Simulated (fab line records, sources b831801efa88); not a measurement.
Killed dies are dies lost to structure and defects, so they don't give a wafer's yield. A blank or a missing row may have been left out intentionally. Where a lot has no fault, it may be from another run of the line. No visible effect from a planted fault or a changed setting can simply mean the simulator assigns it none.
fab line records	flow sky130
[record] lots = 11	wafers = 33	last-day = 50
route steps=708 shown METAL1@437 VIA1@471 PAD_OPEN@708
lots that met no fault: taken from a fault-free run of the same line
start-h: hours from the record's first day to the start of the lot's first wafer shown	wait-h: hours since the lot's step before	" same as the row above	L1.1+2: several wafers, shown together as one row	- no value, or no start given	* or withheld: withheld	< > ~ a bound
route shown NAME@n: NAME is a module with steps in the file, n the number in the route of the first one	usual: mean/standard deviation of fault-free wafers	same: alike in all rows	chamber/n: place in a boat	sites: the reading at each site	_std_site: the standard deviation of these	_edge_site: outer sites' mean less inner sites'	radius-mm: how far each site lies from the wafer's centre	mask NAME#n: copy n	behind: the most recent tool/chamber to have shaped the wafer	hold: cause of the lot's hold/its duration in hours/its outcome	device: the transistor (n, p or np) that didn't switch	end of line: at the end of the route, the tests of the same wafers	where a step has no rows: the recipe by itself	killed: at the first sort, the dies lost to defects and structure; wafer yield is something else	map: shows each die of a wafer: x if killed, . if not, _ if none is there
set.NAME: the setting that was run; set.NAME@STEP: the one run at that earlier step	model.NAME: the simulator's own value behind a step, which no gauge read
one table for each step of the route and one row for each wafer, over a sample of lots
services: when a tool's chamber went out of use (start-h, in hours from the record's first day, below 0 if earlier), for how many hours, and the reason
[[steps]]
[step SKY_METAL1_SPUTTER_03]
[recipe] material = Ti	target-thk-nm = 5	power-w = 3000	time-s = 3.3	chamber-pressure-pa = 0.4
[usual] throttle-valve-pct = 30.0/0.96
lot.wafer	tool	chamber	start-h	wait-h	throttle-valve-pct
L168.2	pvd-sputter-03	-	737.04	0.0	29.7
L168.3	"	-	"	"	29.6
L168.6	"	-	"	"	30.2
L169.3	pvd-sputter-01	-	747.08	0.0	30.3
L169.5	"	-	"	"	29.5
L169.6	"	-	"	"	28.1
L171.2	pvd-sputter-04	-	766.43	0.0	32.6
L171.4	"	-	"	"	29.5
L171.6	"	-	"	"	30.3
L173.2	pvd-sputter-01	-	766.48	0.0	29.5
L173.3	"	-	"	"	30.7
L173.6	"	-	"	"	30.6
L179.2	pvd-sputter-01	-	822.77	0.0	29.9
L179.3	"	-	"	"	30.8
L179.4	"	-	"	"	27.9
L180.3	pvd-sputter-04	-	830.61	0.0	30.0
L180.5	"	-	"	"	30.2
L180.6	"	-	"	"	30.8
L181.1	pvd-sputter-01	-	834.69	0.0	30.6
L181.4	"	-	"	"	29.6
L181.6	"	-	"	"	28.2
L182.2	pvd-sputter-01	-	845.66	0.0	29.7
L182.3	"	-	"	"	29.5
L182.5	"	-	"	"	30.3
L184.1	pvd-sputter-03	-	852.61	0.0	30.1
L184.2	"	-	"	"	29.7
L184.4	"	-	"	"	29.7
L189.1	pvd-sputter-03	-	897.43	0.0	30.3
L189.4	"	-	"	"	29.7
L189.5	"	-	"	"	29.7
L190.1	pvd-sputter-03	-	900.03	0.0	29.5
L190.3	"	-	"	"	29.7
L190.4	"	-	"	"	31.7
[step SKY_METAL1_RS_MEAS_05]
[recipe] thk-meas-gauge = four-point-probe	reads = TiN_of_METAL1_SPUTTER_04+Ti_of_METAL1_SPUTTER_03+AlCu_of_METAL1_SPUTTER_02+TiN_of_METAL1_SPUTTER_01+Ti_of_METAL1_SPUTTER_00
[usual] METAL1_ALCU_RS = 0.1260/0.0013
lot.wafer	tool	chamber	start-h	wait-h	METAL1_ALCU_RS[ohm/sq]
L168.2	film-metro-01	-	737.13	0.0	0.1267
L168.3	"	-	"	"	0.1265
L168.6	"	-	"	"	0.1275
L169.3	film-metro-04	-	747.18	0.1	0.1258
L169.5	"	-	"	"	0.1267
L169.6	"	-	"	"	0.1272
L171.2	film-metro-01	-	766.52	0.0	0.1258
L171.4	"	-	"	"	0.1265
L171.6	"	-	"	"	0.1267
L173.2	film-metro-03	-	766.57	0.0	0.1274
L173.3	"	-	"	"	0.1263
L173.6	"	-	"	"	0.1255
L179.2	film-metro-04	-	822.85	0.0	0.1250
L179.3	"	-	"	"	0.1248
L179.4	"	-	"	"	0.1255
L180.3	film-metro-04	-	830.71	0.1	0.1259
L180.5	"	-	"	"	0.1265
L180.6	"	-	"	"	0.1256
L181.1	film-metro-04	-	834.76	0.0	0.1254
L181.4	"	-	"	"	0.1267
L181.6	"	-	"	"	0.1294
L182.2	film-metro-03	-	845.74	0.0	0.1246
L182.3	"	-	"	"	0.1242
L182.5	"	-	"	"	0.1228
L184.1	film-metro-04	-	852.67	0.0	0.1261
L184.2	"	-	"	"	0.1266
L184.4	"	-	"	"	0.1243
L189.1	film-metro-03	-	897.49	0.0	0.1266
L189.4	"	-	"	"	0.1268
L189.5	"	-	"	"	0.1260
L190.1	film-metro-04	-	900.10	0.0	0.1238
L190.3	"	-	"	"	0.1236
L190.4	"	-	"	"	0.1228
[step SKY_VIA1_OVL_MEAS_13]
[usual] VIA1_OVL = -1/4
lot.wafer	tool	chamber	start-h	wait-h	VIA1_OVL[nm]
L168.2	overlay-02	-	791.95	0.1	7
L168.3	"	-	"	"	4
L168.6	"	-	"	"	11
L169.3	overlay-01	-	801.21	0.1	-4
L169.5	"	-	"	"	6
L169.6	"	-	"	"	-1
L171.2	overlay-02	-	819.58	0.1	-2
L171.4	"	-	"	"	-5
L171.6	"	-	"	"	-3
L173.2	overlay-01	-	820.20	0.1	0
L173.3	"	-	"	"	-6
L173.6	"	-	"	"	2
L179.2	overlay-02	-	876.55	0.1	-6
L179.3	"	-	"	"	-6
L179.4	"	-	"	"	-6
L180.3	overlay-02	-	883.64	0.1	1
L180.5	"	-	"	"	-2
L180.6	"	-	"	"	-4
L181.1	overlay-02	-	888.47	0.1	0
L181.4	"	-	"	"	1
L181.6	"	-	"	"	-1
L182.2	overlay-01	-	900.05	0.1	0
L182.3	"	-	"	"	1
L182.5	"	-	"	"	6
L184.1	overlay-01	-	906.42	0.1	-8
L184.2	"	-	"	"	-5
L184.4	"	-	"	"	-9
L189.1	overlay-01	-	949.45	0.1	-7
L189.4	"	-	"	"	0
L189.5	"	-	"	"	-4
L190.1	overlay-02	-	951.70	0.1	0
L190.3	"	-	"	"	5
L190.4	"	-	"	"	-5
[step SKY_VIA1_CVD_21]
[recipe] material = W	target-thk-nm = 270	time-s = 80.902	temp-c = 400	pressure-torr = 40
[usual] chamber-pressure-Torr = 40.00/0.092	heater-power-outer-w = 498/31	heater-power-w = 799/36
lot.wafer	tool	chamber	start-h	wait-h	chamber-pressure-Torr	heater-power-outer-w	heater-power-w
L168.2	cvd-w-02	1	792.76	0.0	40.03	509	824
L168.3	"	0	"	"	39.97	538	807
L168.6	"	0	"	"	39.95	510	809
L169.3	cvd-w-01	1	802.01	0.1	39.99	524	832
L169.5	"	0	"	"	39.98	443	764
L169.6	"	1	"	"	39.89	520	825
L171.2	cvd-w-01	0	820.38	0.0	39.99	435	761
L171.4	"	0	"	"	40.11	451	741
L171.6	"	1	"	"	39.92	512	825
L173.2	cvd-w-02	1	821.01	0.0	39.88	496	839
L173.3	"	0	"	"	39.72	524	788
L173.6	"	0	"	"	39.92	529	796
L179.2	cvd-w-02	0	877.32	0.0	40.08	537	788
L179.3	"	1	"	"	39.90	514	830
L179.4	"	0	"	"	40.05	525	795
L180.3	cvd-w-02	1	884.47	0.1	46.20	502	820
L180.5	"	1	"	"	46.17	512	815
L180.6	"	1	"	"	46.35	504	854
L181.1	cvd-w-02	1	889.25	0.0	46.26	509	826
L181.4	"	1	"	"	46.28	504	848
L181.6	"	1	"	"	46.21	511	819
L182.2	cvd-w-02	1	900.83	0.0	46.41	507	841
L182.3	"	0	"	"	46.28	521	813
L182.5	"	1	"	"	46.30	514	796
L184.1	cvd-w-01	1	907.20	0.0	40.11	521	804
L184.2	"	0	"	"	40.05	442	770
L184.4	"	0	"	"	40.14	452	775
L189.1	cvd-w-01	1	950.23	0.0	40.15	522	812
L189.4	"	1	"	"	40.09	521	827
L189.5	"	0	"	"	39.92	449	757
L190.1	cvd-w-01	0	952.48	0.0	40.02	449	754
L190.3	"	0	"	"	40.00	446	771
L190.4	"	1	"	"	39.86	532	833
[step SKY_VIA1_RS_MEAS_22]
[recipe] thk-meas-gauge = four-point-probe	reads = W_of_VIA1_CVD_21+TiN_of_VIA1_SPUTTER_20
[usual] VIA1_W_RS = 0.427/0.0045
lot.wafer	tool	chamber	start-h	wait-h	VIA1_W_RS[ohm/sq]
L168.2	film-metro-01	-	792.87	0.1	0.428
L168.3	"	-	"	"	0.431
L168.6	"	-	"	"	0.431
L169.3	film-metro-02	-	802.11	0.1	0.419
L169.5	"	-	"	"	0.427
L169.6	"	-	"	"	0.420
L171.2	film-metro-01	-	820.50	0.1	0.427
L171.4	"	-	"	"	0.421
L171.6	"	-	"	"	0.424
L173.2	film-metro-03	-	821.12	0.1	0.433
L173.3	"	-	"	"	0.431
L173.6	"	-	"	"	0.438
L179.2	film-metro-01	-	877.44	0.1	0.425
L179.3	"	-	"	"	0.425
L179.4	"	-	"	"	0.426
L180.3	film-metro-01	-	884.63	0.1	0.394
L180.5	"	-	"	"	0.388
L180.6	"	-	"	"	0.392
L181.1	film-metro-03	-	889.43	0.2	0.396
L181.4	"	-	"	"	0.394
L181.6	"	-	"	"	0.396
L182.2	film-metro-03	-	900.94	0.1	0.400
L182.3	"	-	"	"	0.401
L182.5	"	-	"	"	0.397
L184.1	film-metro-02	-	907.29	0.1	0.429
L184.2	"	-	"	"	0.427
L184.4	"	-	"	"	0.429
L189.1	film-metro-02	-	950.32	0.1	0.419
L189.4	"	-	"	"	0.419
L189.5	"	-	"	"	0.428
L190.1	film-metro-02	-	952.57	0.1	0.431
L190.3	"	-	"	"	0.431
L190.4	"	-	"	"	0.426
[step SKY_VIA1_THK_MEAS_23]
[recipe] thk-meas-gauge = xrf	reads = W_of_VIA1_CVD_21
[usual] VIA1_W_THK = 274/3.4
lot.wafer	tool	chamber	start-h	wait-h	VIA1_W_THK[nm]
L168.2	film-metro-01	-	792.98	0.1	273
L168.3	"	-	"	"	271
L168.6	"	-	"	"	273
L169.3	film-metro-02	-	802.21	0.1	281
L169.5	"	-	"	"	278
L169.6	"	-	"	"	280
L171.2	film-metro-01	-	820.61	0.1	273
L171.4	"	-	"	"	278
L171.6	"	-	"	"	273
L173.2	film-metro-03	-	821.23	0.1	270
L173.3	"	-	"	"	272
L173.6	"	-	"	"	266
L179.2	film-metro-01	-	877.55	0.1	276
L179.3	"	-	"	"	277
L179.4	"	-	"	"	277
L180.3	film-metro-01	-	884.73	0.1	299
L180.5	"	-	"	"	305
L180.6	"	-	"	"	300
L181.1	film-metro-03	-	889.55	0.1	293
L181.4	"	-	"	"	295
L181.6	"	-	"	"	292
L182.2	film-metro-03	-	901.05	0.1	291
L182.3	"	-	"	"	291
L182.5	"	-	"	"	294
L184.1	film-metro-02	-	907.41	0.1	270
L184.2	"	-	"	"	272
L184.4	"	-	"	"	272
L189.1	film-metro-02	-	950.44	0.1	281
L189.4	"	-	"	"	280
L189.5	"	-	"	"	274
L190.1	film-metro-02	-	952.69	0.1	272
L190.3	"	-	"	"	273
L190.4	"	-	"	"	277
[step SKY_PAD_OPEN_PROBE_99]
[usual] defect-limited-yield = 82.6/1.9	killed_at_M0_to_M3 = 43/7	killed_at_M4_up = 3.1/2	killed-at-contacts = 24/5.3	killed-at-front-end = 15/4.2	killed-at-other = 0.4/0.66	killed-dies = 86/9.5	killed-open = 47/7.4	killed-short = 38/6.2	sort_bin_3_pad_short = 0.9/0.44	sort_bin_5_function = 10.2/1.4	sort_bin_6_memory = 6.4/1.1	sort-n-pass = 406/9.5	sort-yield-pct = 82.6/1.9
[same] gross-dies = 492	killed-at-back-side = 0	sort_bin_4_leakage[%] = 0	sort_bin_8_speed[%] = 0
lot.wafer	tool	chamber	start-h	wait-h	defect-limited-yield[%]	killed_at_M0_to_M3	killed_at_M4_up	killed-at-contacts	killed-at-front-end	killed-at-other	killed-dies	killed-open	killed-short	sort_bin_3_pad_short[%]	sort_bin_5_function[%]	sort_bin_6_memory[%]	sort-n-pass	sort-yield-pct[%]
L180.3	prober-02	-	1147.19	0.2	80.1	36	3	43	16	0	98	57	41	1.2	12.2	6.5	394	80.1
L180.5	prober-02	-	1147.29	0.2	83.1	38	7	19	19	0	83	42	41	1.4	10.2	5.3	409	83.1
L180.6	prober-02	-	1147.34	0.2	82.3	35	2	31	19	0	87	51	36	0.4	11.8	5.5	405	82.3
L182.2	prober-02	-	1159.27	0.1	82.1	52	0	19	15	2	88	46	42	0.4	11.0	6.5	404	82.1
L182.3	prober-02	-	1159.32	0.2	82.7	39	4	23	19	0	85	44	41	1.4	9.1	6.7	407	82.7
L182.5	prober-02	-	1159.42	0.2	81.1	48	1	28	16	0	93	59	34	0.4	12.4	6.1	399	81.1
L184.1	prober-02	-	1162.03	0.1	82.5	45	2	26	11	2	86	47	37	0.8	9.3	7.3	406	82.5
L184.2	prober-02	-	1162.08	0.1	82.5	42	3	22	16	3	86	43	41	0.8	10.2	6.5	406	82.5
L184.4	prober-02	-	1162.18	0.2	75.0	55	5	40	22	1	123	75	47	1.8	13.0	10.2	369	75.0
L190.1	prober-02	-	1193.52	0.1	82.7	43	1	24	17	0	85	46	39	0.8	10.2	6.3	407	82.7
L190.3	prober-02	-	1193.62	0.2	82.7	46	0	21	17	1	85	47	38	0.4	11.0	5.9	407	82.7
L190.4	prober-02	-	1193.67	0.2	84.6	37	0	19	19	1	76	42	34	1.0	9.8	4.7	416	84.6
// killed by level:class
L180.3 CONTACT:geometric-particle:open=20 LI_CONTACT:geometric-particle:open=9 VIA1:geometric-particle:open=7 POLY_GATE:geometric-particle:short=6 METAL1:geometric-particle:short=6 VIA3:geometric-particle:open=6 FIELD_ISO:geometric-particle:short=5 LI_CONTACT:geometric-particle:short=5
L180.5 POLY_GATE:geometric-particle:open=8 CONTACT:geometric-particle:open=7 METAL2:geometric-particle:short=6 VIA2:geometric-particle:open=6 METAL3:geometric-particle:short=6 LI_CONTACT:geometric-particle:open=5 VIA1:geometric-particle:open=5 CONTACT:geometric-particle:short=4
L180.6 CONTACT:geometric-particle:open=13 VIA1:geometric-particle:open=8 VIA3:geometric-particle:open=7 CONTACT:geometric-particle:short=6 POLY_GATE:geometric-particle:open=6 LI_CONTACT:geometric-particle:open=6 METAL2:geometric-particle:short=6 FIELD_ISO:geometric-particle:short=5
L182.2 VIA1:geometric-particle:open=15 CONTACT:geometric-particle:open=7 VIA1:geometric-particle:short=7 FIELD_ISO:geometric-particle:short=6 LOCAL_INTERCONNECT:geometric-particle:short=6 METAL1:geometric-particle:short=6 VIA2:geometric-particle:open=6 FIELD_ISO:geometric-particle:open=5
L182.3 VIA1:geometric-particle:open=9 LI_CONTACT:geometric-particle:open=8 VIA2:geometric-particle:open=7 POLY_GATE:geometric-particle:short=6 CONTACT:geometric-particle:short=6 FIELD_ISO:geometric-particle:open=4 METAL1:geometric-particle:short=4 METAL3:geometric-particle:short=4
L182.5 VIA3:geometric-particle:open=12 VIA2:geometric-particle:open=9 LI_CONTACT:geometric-particle:open=8 CONTACT:geometric-particle:open=8 VIA1:geometric-particle:open=8 FIELD_ISO:geometric-particle:open=4 LOCAL_INTERCONNECT:geometric-particle:short=4 VIA1:geometric-particle:short=4
L184.1 VIA1:geometric-particle:open=11 VIA2:geometric-particle:open=10 CONTACT:geometric-particle:open=10 METAL2:geometric-particle:short=6 LI_CONTACT:geometric-particle:open=6 FIELD_ISO:geometric-particle:open=5 METAL3:geometric-particle:short=5 LOCAL_INTERCONNECT:geometric-particle:short=4
L184.2 CONTACT:geometric-particle:open=12 VIA2:geometric-particle:open=9 VIA1:geometric-particle:open=8 LI_CONTACT:geometric-particle:open=5 METAL1:geometric-particle:short=5 METAL2:geometric-particle:short=5 VIA1:geometric-particle:short=4 VIA2:geometric-particle:short=4
L184.4 LI_CONTACT:geometric-particle:open=12 CONTACT:geometric-particle:open=12 VIA1:geometric-particle:open=11 VIA2:geometric-particle:open=11 FIELD_ISO:geometric-particle:open=8 CONTACT:geometric-particle:short=7 VIA3:geometric-particle:open=7 METAL2:geometric-particle:short=7
L190.1 VIA1:geometric-particle:open=11 CONTACT:geometric-particle:open=9 VIA1:geometric-particle:short=8 METAL2:geometric-particle:short=6 CONTACT:geometric-particle:short=5 VIA3:geometric-particle:open=5 VIA2:geometric-particle:open=4 FIELD_ISO:geometric-particle:open=4
L190.3 VIA1:geometric-particle:open=16 LI_CONTACT:geometric-particle:open=11 FIELD_ISO:geometric-particle:short=9 METAL1:geometric-particle:short=6 VIA3:geometric-particle:open=5 FIELD_ISO:geometric-particle:open=4 CONTACT:geometric-particle:open=4 METAL2:geometric-particle:short=4
L190.4 VIA1:geometric-particle:open=11 LI_CONTACT:geometric-particle:open=6 VIA3:geometric-particle:open=6 CONTACT:geometric-particle:open=5 VIA1:geometric-particle:short=5 FIELD_ISO:geometric-particle:short=4 VIA2:geometric-particle:open=4 FIELD_ISO:geometric-particle:open=4
[[services]]
tool	chamber	start-h	hours	kind
cvd-w-01	-	736.80	0.9	repair
pvd-sputter-03	-	763.60	1.4	repair
pvd-sputter-01	-	767.06	4.4	repair
cvd-w-01	0	773.90	13.0	repair
cvd-w-02	-	797.33	1.4	repair
pvd-sputter-01	-	806.28	0.7	repair
cvd-w-02	0	811.18	2.8	repair
pvd-sputter-04	-	816.39	3.8	repair
cvd-w-02	-	821.80	0.6	repair
pvd-sputter-03	-	824.07	3.8	repair
cvd-w-02	0	826.40	4.9	repair
cvd-w-01	0	838.66	11.6	repair
cvd-w-01	-	847.17	3.1	repair
pvd-sputter-01	-	858.52	5.7	repair
cvd-w-01	-	874.68	2.0	repair
cvd-w-02	0	881.27	8.7	repair
cvd-w-02	-	904.14	14.0	pm
cvd-w-02	0	904.14	14.0	vent-cycle
cvd-w-02	1	904.14	14.0	vent-cycle
cvd-w-02	0	918.14	-	clean
cvd-w-02	1	918.14	-	clean
cvd-w-02	-	940.97	0.4	repair
pvd-sputter-03	-	942.61	3.5	repair
pvd-sputter-01	-	948.20	2.6	repair
[[key]]
[first-sign] step = SKY_VIA1_CVD_21	reading = chamber-pressure-Torr	direction = up	sigmas = 68	usual = 40.00	struck = 46.27
[effect] step = SKY_VIA1_RS_MEAS_22	reading = VIA1_W_RS	direction = down	sigmas = 7	usual = 0.427	struck = 0.395
[effect] step = SKY_VIA1_THK_MEAS_23	reading = VIA1_W_THK	direction = up	sigmas = 6.3	usual = 274	struck = 296
met-at SKY_VIA1_CVD_21
struck-lots L180,L181,L182
not-acting-at SKY_METAL1_SPUTTER_03,SKY_METAL1_RS_MEAS_05,SKY_VIA1_OVL_MEAS_13
onset-between 877.32 884.47
[fault] kind = process-parameter-drift	tool = cvd-w-02	chamber = -	onset-h = 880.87	steps = SKY_VIA1_CVD_21	channel = pressure-torr	offset = 6.2881	shape = step	end-h = 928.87	acts-in = these-recipes-only	stated = 40
